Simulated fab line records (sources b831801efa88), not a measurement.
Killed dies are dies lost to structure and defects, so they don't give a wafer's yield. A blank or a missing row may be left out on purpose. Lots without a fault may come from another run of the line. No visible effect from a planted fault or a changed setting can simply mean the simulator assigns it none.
fab line records | flow sky130
record: lots: 15 | wafers: 45 | last_day: 50
route steps=708 shown FIELD_ISO@1 VT_ADJUST_HVTR@142 CONTACT@429 METAL4@599
lots untouched by any fault: they come from a run of this same line in which no faults occurred
start_h: hours from the record's opening day to when the first of the lot's shown wafers began | wait_h: hours since the lot's step before | " same as the row above | L1.1+2: one row covering several wafers at once | - no value present, or no start provided | * or withheld: withheld | < > ~ a bound
route shown NAME@n: NAME is a module with steps in the file, n the number in the route of the first one | usual: mean/standard deviation of fault-free wafers | same: alike in all rows | chamber/n: place in a boat | sites: per-site readings | _std_site: how widely they spread, as a standard deviation | _edge_site: mean of outer sites minus mean of inner sites | radius_mm: how far each site lies from the wafer's centre | mask NAME#n: copy n | behind: the most recent tool/chamber to have shaped the wafer | hold: cause of the lot's hold/its duration in hours/its outcome | device: the n, p or np transistor that did not switch | end of line: the tests these same wafers got at the end of their route | for a step that has no rows: nothing shown but its recipe | killed: at the first sort, the dies lost to defects and structure; wafer yield is something else | map: per-die view of a wafer (x killed, . not killed, _ where there is no die)
set.NAME: setting as actually run; set.NAME@STEP: the setting as run at that earlier step | model.NAME: the simulator's own value behind a step, which no gauge read
the route's steps for a sample of lots (tables are steps, rows are wafers)
services: a tool's chamber out of use, with start hour (start_h, from the record's first day; less than 0 if before it), hours out, and reason
== steps ==
step: SKY_FIELD_ISO_BOW_MEAS_00
recipe: mode: bow
usual: INCOMING_BOW: 1/6.9
lot.wafer | tool          | chamber | start_h | wait_h | INCOMING_BOW[um]
L492.1    | film_metro-03 | -       | 15.00   | -      | 2
L492.4    | "             | -       | "       | "      | 2
L492.6    | "             | -       | "       | "      | -6
L493.1    | film_metro-03 | -       | 20.00   | -      | -3
L493.3    | "             | -       | "       | "      | 10
L493.4    | "             | -       | "       | "      | -7
L494.1    | film_metro-03 | -       | 25.00   | -      | -5
L494.2    | "             | -       | "       | "      | 1
L494.5    | "             | -       | "       | "      | -5
L495.2    | film_metro-03 | -       | 30.02   | -      | 1
L495.5    | "             | -       | "       | "      | -10
L495.6    | "             | -       | "       | "      | 13
L496.1    | film_metro-03 | -       | 35.00   | -      | -4
L496.2    | "             | -       | "       | "      | 10
L496.4    | "             | -       | "       | "      | 4
L497.1    | film_metro-04 | -       | 40.00   | -      | 7
L497.3    | "             | -       | "       | "      | 8
L497.4    | "             | -       | "       | "      | 10
L500.1    | film_metro-04 | -       | 55.00   | -      | 8
L500.2    | "             | -       | "       | "      | 5
L500.5    | "             | -       | "       | "      | -2
L501.2    | film_metro-02 | -       | 60.02   | -      | 10
L501.4    | "             | -       | "       | "      | 5
L501.5    | "             | -       | "       | "      | 3
L502.3    | film_metro-04 | -       | 65.04   | -      | -3
L502.4    | "             | -       | "       | "      | 1
L502.5    | "             | -       | "       | "      | 1
L503.1    | film_metro-04 | -       | 70.00   | -      | -7
L503.2    | "             | -       | "       | "      | -9
L503.6    | "             | -       | "       | "      | 0
L504.2    | film_metro-02 | -       | 75.02   | -      | 6
L504.3    | "             | -       | "       | "      | 2
L504.6    | "             | -       | "       | "      | -8
L506.1    | film_metro-02 | -       | 85.00   | -      | 14
L506.2    | "             | -       | "       | "      | 7
L506.6    | "             | -       | "       | "      | 4
L512.1    | film_metro-04 | -       | 115.00  | -      | -6
L512.4    | "             | -       | "       | "      | -2
L512.6    | "             | -       | "       | "      | -7
L513.1    | film_metro-03 | -       | 120.00  | -      | -5
L513.3    | "             | -       | "       | "      | 5
L513.6    | "             | -       | "       | "      | 5
L514.2    | film_metro-03 | -       | 125.02  | -      | 6
L514.3    | "             | -       | "       | "      | 15
L514.4    | "             | -       | "       | "      | 12
step: SKY_VT_ADJUST_HVTR_TW_MEAS_11
usual: VT_ADJUST_HVTR_TW: 210.4/1.5
lot.wafer | tool          | chamber | start_h | wait_h | VT_ADJUST_HVTR_TW
L492.1    | film_metro-03 | -       | 210.56  | 0.1    | 211.1
L492.4    | "             | -       | "       | "      | 210.3
L492.6    | "             | -       | "       | "      | 211.2
L493.1    | film_metro-02 | -       | 221.23  | 0.1    | 208.3
L493.3    | "             | -       | "       | "      | 209.3
L493.4    | "             | -       | "       | "      | 209.0
L494.1    | film_metro-01 | -       | 225.86  | 0.1    | 210.6
L494.2    | "             | -       | "       | "      | 210.3
L494.5    | "             | -       | "       | "      | 209.5
L495.2    | film_metro-01 | -       | 227.44  | 0.1    | 211.2
L495.5    | "             | -       | "       | "      | 210.5
L495.6    | "             | -       | "       | "      | 211.2
L496.1    | film_metro-03 | -       | 244.63  | 0.1    | 210.9
L496.2    | "             | -       | "       | "      | 209.8
L496.4    | "             | -       | "       | "      | 210.1
L497.1    | film_metro-01 | -       | 249.39  | 0.1    | 210.3
L497.3    | "             | -       | "       | "      | 210.5
L497.4    | "             | -       | "       | "      | 210.7
L500.1    | film_metro-01 | -       | 269.61  | 0.1    | 210.4
L500.2    | "             | -       | "       | "      | 209.1
L500.5    | "             | -       | "       | "      | 209.0
L501.2    | film_metro-01 | -       | 274.51  | 0.1    | 209.1
L501.4    | "             | -       | "       | "      | 210.0
L501.5    | "             | -       | "       | "      | 210.5
L502.3    | film_metro-02 | -       | 288.78  | 0.1    | 209.2
L502.4    | "             | -       | "       | "      | 209.1
L502.5    | "             | -       | "       | "      | 209.8
L503.1    | film_metro-03 | -       | 289.96  | 0.1    | 211.1
L503.2    | "             | -       | "       | "      | 212.3
L503.6    | "             | -       | "       | "      | 209.8
L504.2    | film_metro-01 | -       | 298.01  | 0.1    | 210.4
L504.3    | "             | -       | "       | "      | 210.5
L504.6    | "             | -       | "       | "      | 211.2
L506.1    | film_metro-01 | -       | 319.28  | 0.1    | 211.9
L506.2    | "             | -       | "       | "      | 212.2
L506.6    | "             | -       | "       | "      | 213.1
L512.1    | film_metro-01 | -       | 358.01  | 0.1    | 213.5
L512.4    | "             | -       | "       | "      | 213.5
L512.6    | "             | -       | "       | "      | 211.4
L513.1    | film_metro-03 | -       | 363.61  | 0.1    | 211.8
L513.3    | "             | -       | "       | "      | 210.5
L513.6    | "             | -       | "       | "      | 211.5
L514.2    | film_metro-03 | -       | 376.72  | 0.1    | 209.3
L514.3    | "             | -       | "       | "      | 210.6
L514.4    | "             | -       | "       | "      | 211.3
step: SKY_CONTACT_SPUTTER_23
recipe: material: TiN | target_thk_nm: 20 | chamber_pressure_pa: 5 | power_w: 4000 | time_s: 80
usual: cathode_dc_power_W: 4000.0/0.71 | chamber_pressure_pa: 5.000/0.011 | throttle_valve_pct: 29.7/0.92
lot.wafer | tool           | chamber | start_h | wait_h | cathode_dc_power_W | chamber_pressure_pa | throttle_valve_pct
L492.1    | pvd_sputter-04 | -       | 745.26  | 0.0    | 3998.9             | 5.001               | 29.6
L492.4    | "              | -       | "       | "      | 3999.6             | 4.993               | 28.6
L492.6    | "              | -       | "       | "      | 4000.3             | 5.000               | 29.2
L493.1    | pvd_sputter-04 | -       | 758.88  | 0.0    | 3998.7             | 4.987               | 28.8
L493.3    | "              | -       | "       | "      | 4000.3             | 5.005               | 29.0
L493.4    | "              | -       | "       | "      | 4000.8             | 4.980               | 31.7
L495.2    | pvd_sputter-01 | -       | 765.98  | 0.0    | 3998.7             | 4.992               | 30.6
L495.5    | "              | -       | "       | "      | 4000.8             | 5.003               | 30.9
L495.6    | "              | -       | "       | "      | 3999.8             | 5.011               | 30.3
L494.1    | pvd_sputter-03 | -       | 766.47  | 0.0    | 4000.2             | 4.997               | 29.8
L494.2    | "              | -       | "       | "      | 4000.0             | 4.996               | 29.5
L494.5    | "              | -       | "       | "      | 3999.9             | 4.995               | 29.8
L496.1    | pvd_sputter-03 | -       | 784.86  | 0.0    | 4001.0             | 5.000               | 28.5
L496.2    | "              | -       | "       | "      | 3999.6             | 4.986               | 29.9
L496.4    | "              | -       | "       | "      | 3999.1             | 4.986               | 29.7
L497.1    | pvd_sputter-04 | -       | 789.30  | 0.0    | 3999.7             | 4.986               | 29.2
L497.3    | "              | -       | "       | "      | 4000.6             | 4.998               | 31.7
L497.4    | "              | -       | "       | "      | 4000.0             | 5.029               | 28.4
L500.1    | pvd_sputter-03 | -       | 811.08  | 0.0    | 3999.6             | 4.994               | 29.6
L500.2    | "              | -       | "       | "      | 4000.0             | 4.999               | 29.9
L500.5    | "              | -       | "       | "      | 4000.6             | 4.987               | 29.4
L501.2    | pvd_sputter-03 | -       | 816.89  | 0.0    | 4000.4             | 5.001               | 29.9
L501.4    | "              | -       | "       | "      | 4001.2             | 5.001               | 29.8
L501.5    | "              | -       | "       | "      | 4000.3             | 5.021               | 28.3
L502.3    | pvd_sputter-03 | -       | 828.30  | 0.0    | 4000.7             | 5.006               | 29.5
L502.4    | "              | -       | "       | "      | 3999.1             | 5.007               | 29.8
L502.5    | "              | -       | "       | "      | 4000.2             | 5.006               | 29.8
L503.1    | pvd_sputter-03 | -       | 830.71  | 0.0    | 4000.1             | 5.006               | 28.3
L503.2    | "              | -       | "       | "      | 3999.8             | 4.999               | 29.7
L503.6    | "              | -       | "       | "      | 3999.6             | 5.001               | 28.4
L504.2    | pvd_sputter-04 | -       | 838.91  | 0.0    | 3999.8             | 4.982               | 29.0
L504.3    | "              | -       | "       | "      | 3999.9             | 5.004               | 31.4
L504.6    | "              | -       | "       | "      | 3999.3             | 4.974               | 29.5
L506.1    | pvd_sputter-04 | -       | 858.66  | 0.0    | 4001.2             | 5.021               | 29.5
L506.2    | "              | -       | "       | "      | 3999.9             | 5.013               | 31.7
L506.6    | "              | -       | "       | "      | 3998.8             | 4.994               | 29.1
L512.1    | pvd_sputter-04 | -       | 896.36  | 0.0    | 3999.6             | 5.003               | 28.9
L512.4    | "              | -       | "       | "      | 3999.2             | 4.994               | 28.6
L512.6    | "              | -       | "       | "      | 3999.6             | 4.997               | 31.5
L513.1    | pvd_sputter-01 | -       | 904.01  | 0.0    | 4000.3             | 5.000               | 29.2
L513.3    | "              | -       | "       | "      | 4000.8             | 4.977               | 30.3
L513.6    | "              | -       | "       | "      | 4000.0             | 5.009               | 30.6
L514.2    | pvd_sputter-03 | -       | 913.56  | 0.0    | 4000.9             | 5.007               | 29.6
L514.3    | "              | -       | "       | "      | 3999.2             | 5.015               | 30.0
L514.4    | "              | -       | "       | "      | 4000.3             | 5.008               | 30.0
step: SKY_METAL4_SPUTTER_01
recipe: material: TiN | target_thk_nm: 20 | power_w: 6500 | time_s: 16.7 | chamber_pressure_pa: 0.4
usual: cathode_dc_power_W: 6499.9/1.2 | chamber_pressure_pa: 0.4000/0.0008 | throttle_valve_pct: 29.9/0.84
lot.wafer | tool           | chamber | start_h | wait_h | cathode_dc_power_W | chamber_pressure_pa | throttle_valve_pct
L492.1    | pvd_sputter-03 | -       | 938.13  | 0.0    | 6499.0             | 0.4002              | 29.9
L492.4    | "              | -       | "       | "      | 6500.4             | 0.4006              | 28.4
L492.6    | "              | -       | "       | "      | 6499.1             | 0.3999              | 29.7
L493.1    | pvd_sputter-04 | -       | 947.11  | 0.0    | 6501.5             | 0.3992              | 29.6
L493.3    | "              | -       | "       | "      | 6500.5             | 0.4000              | 29.0
L493.4    | "              | -       | "       | "      | 6500.8             | 0.3989              | 31.2
L495.2    | pvd_sputter-01 | -       | 961.69  | 0.0    | 6499.3             | 0.3997              | 30.7
L495.5    | "              | -       | "       | "      | 6499.8             | 0.4007              | 29.4
L495.6    | "              | -       | "       | "      | 6500.1             | 0.4000              | 30.8
L494.1    | pvd_sputter-01 | -       | 962.33  | 0.0    | 6498.7             | 0.3988              | 30.5
L494.2    | "              | -       | "       | "      | 6498.7             | 0.3997              | 29.3
L494.5    | "              | -       | "       | "      | 6500.0             | 0.4013              | 30.8
L496.1    | pvd_sputter-01 | -       | 971.03  | 0.0    | 6499.7             | 0.3997              | 29.5
L496.2    | "              | -       | "       | "      | 6499.7             | 0.3991              | 30.7
L496.4    | "              | -       | "       | "      | 6499.1             | 0.3993              | 30.4
L497.1    | pvd_sputter-04 | -       | 979.03  | 0.0    | 6499.2             | 0.4004              | 31.6
L497.3    | "              | -       | "       | "      | 6500.2             | 0.4009              | 28.9
L497.4    | "              | -       | "       | "      | 6500.4             | 0.4017              | 29.2
L500.1    | pvd_sputter-03 | -       | 996.00  | 0.0    | 6499.1             | 0.4011              | 29.9
L500.2    | "              | -       | "       | "      | 6498.9             | 0.4008              | 28.5
L500.5    | "              | -       | "       | "      | 6500.8             | 0.4004              | 30.1
L501.2    | pvd_sputter-01 | -       | 1001.02 | 0.0    | 6499.7             | 0.4008              | 30.4
L501.4    | "              | -       | "       | "      | 6499.8             | 0.4004              | 29.2
L501.5    | "              | -       | "       | "      | 6499.0             | 0.3995              | 30.7
L502.3    | pvd_sputter-01 | -       | 1013.59 | 0.0    | -                  | -                   | -
L502.4    | "              | -       | "       | "      | -                  | -                   | -
L502.5    | "              | -       | "       | "      | -                  | -                   | -
L503.1    | pvd_sputter-01 | -       | 1015.45 | 0.0    | -                  | -                   | -
L503.2    | "              | -       | "       | "      | -                  | -                   | -
L503.6    | "              | -       | "       | "      | -                  | -                   | -
L504.2    | pvd_sputter-03 | -       | 1019.71 | 0.0    | -                  | -                   | -
L504.3    | "              | -       | "       | "      | -                  | -                   | -
L504.6    | "              | -       | "       | "      | -                  | -                   | -
L506.1    | pvd_sputter-04 | -       | 1038.21 | 0.0    | 6499.0             | 0.4001              | 29.5
L506.2    | "              | -       | "       | "      | 6499.9             | 0.3996              | 31.3
L506.6    | "              | -       | "       | "      | 6501.5             | 0.4008              | 31.7
L512.1    | pvd_sputter-03 | -       | 1068.76 | 0.0    | 6500.3             | 0.4014              | 28.1
L512.4    | "              | -       | "       | "      | 6501.1             | 0.3995              | 29.7
L512.6    | "              | -       | "       | "      | 6500.2             | 0.4001              | 29.9
L513.1    | pvd_sputter-01 | -       | 1080.09 | 0.0    | 6500.0             | 0.3999              | 30.6
L513.3    | "              | -       | "       | "      | 6498.6             | 0.4001              | 30.6
L513.6    | "              | -       | "       | "      | 6500.9             | 0.4011              | 29.5
L514.2    | pvd_sputter-01 | -       | 1088.00 | 0.0    | 6499.9             | 0.4011              | 29.3
L514.3    | "              | -       | "       | "      | 6500.5             | 0.3991              | 30.4
L514.4    | "              | -       | "       | "      | 6498.9             | 0.4006              | 30.6
== services ==
tool           | chamber | start_h | hours | kind
pvd_sputter-03 | -       | 761.98  | 3.0   | repair
pvd_sputter-04 | -       | 762.97  | 4.2   | repair
pvd_sputter-01 | -       | 803.65  | 39.1  | repair
pvd_sputter-04 | -       | 807.32  | 8.4   | repair
pvd_sputter-04 | -       | 840.32  | 3.3   | repair
pvd_sputter-04 | -       | 854.22  | 1.9   | repair
pvd_sputter-04 | -       | 943.92  | 1.2   | repair
pvd_sputter-04 | -       | 996.90  | 1.3   | repair
== key ==
first_sign: step: SKY_METAL4_SPUTTER_01 | reading: tool_record | direction: missing
effect none on later readings
met_at SKY_METAL4_SPUTTER_01
struck_lots L502,L503,L504
sort_left_out L503.1,L503.2,L503.6
not_acting_at SKY_FIELD_ISO_BOW_MEAS_00,SKY_VT_ADJUST_HVTR_TW_MEAS_11,SKY_CONTACT_SPUTTER_23
onset_between 1001.02 1013.59
fault: kind: skipped_step_whole | tool: pvd_sputter-01,pvd_sputter-03 | chamber: - | onset_h: 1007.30 | steps: SKY_METAL4_SPUTTER_01 | scope: struck_lots_only
sort_left_out: the simulated sort isn't trusted on such a fault, so these wafers' sort isn't shown, and their yield isn't known
